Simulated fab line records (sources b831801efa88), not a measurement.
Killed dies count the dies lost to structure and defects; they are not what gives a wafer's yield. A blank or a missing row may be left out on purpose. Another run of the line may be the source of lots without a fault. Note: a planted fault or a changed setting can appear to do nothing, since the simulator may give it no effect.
Which tool did it?	flow gf180mcu	Sampling: 6 lots, 18 wafers, 2 of 602 route steps

## WHAT THE GAUGES SHOWED, per wafer
GF_STI_THK_MEAS_04.
lot	measured	on	STI_CVD_03_THK (nm)
L125	day 1 18:34	filmMetro-01	204.4 204.1 205.7
L129	day 2 14:34	filmMetro-02	205.3 205.2 204.8
L135	day 3 21:17	filmMetro-03	206.5 207.2 207.2
L141	day 5 03:00	filmMetro-01	209.6 210.1 208.3
L143	day 5 12:34	filmMetro-02	206.5 206.3 207.7
L147	day 6 09:49	filmMetro-03	207.4 207.8 208.0

## WHAT TOOL EACH LOT RAN ON (gives the tool, then ch and the chambers of the sampled wafers, and finally the start)
lot	GF_STI_CVD_03
L125	lpcvd-01 ch 1, day 1 16:34
L129	lpcvd-02 ch 0, day 2 12:34
L135	lpcvd-01 ch 1, day 3 19:17
L141	lpcvd-01 ch 1, day 5 01:00
L143	lpcvd-02 ch 0, day 5 10:34
L147	lpcvd-02 ch 1, day 6 06:50
- GF_STI_CVD_03: deposits Si3N4 from DCS/NH3, target thk 207.16 nm, time 3551 s.

## THE ANSWER, worked out from the rows above alone
Rule: the lots themselves supply what counts as usual. The widest of any qualifying gaps counts: lots, ordered by their means at a reading, are off when they make up no more than a third of the lots, leave a main group of 4 or more, and stand apart from it by 3 or more times the standard deviation of that group's means. If all means in a main group match to the digits the tables above print for the reading, that group is not used. Also off: a lot with no number at a reading for which 4 or more lots have one. All remaining lots with rows at the step are treated as sound.
No lot is off at any reading shown: from this, nothing can be told.

## WHAT THE SIMULATOR PUT IN
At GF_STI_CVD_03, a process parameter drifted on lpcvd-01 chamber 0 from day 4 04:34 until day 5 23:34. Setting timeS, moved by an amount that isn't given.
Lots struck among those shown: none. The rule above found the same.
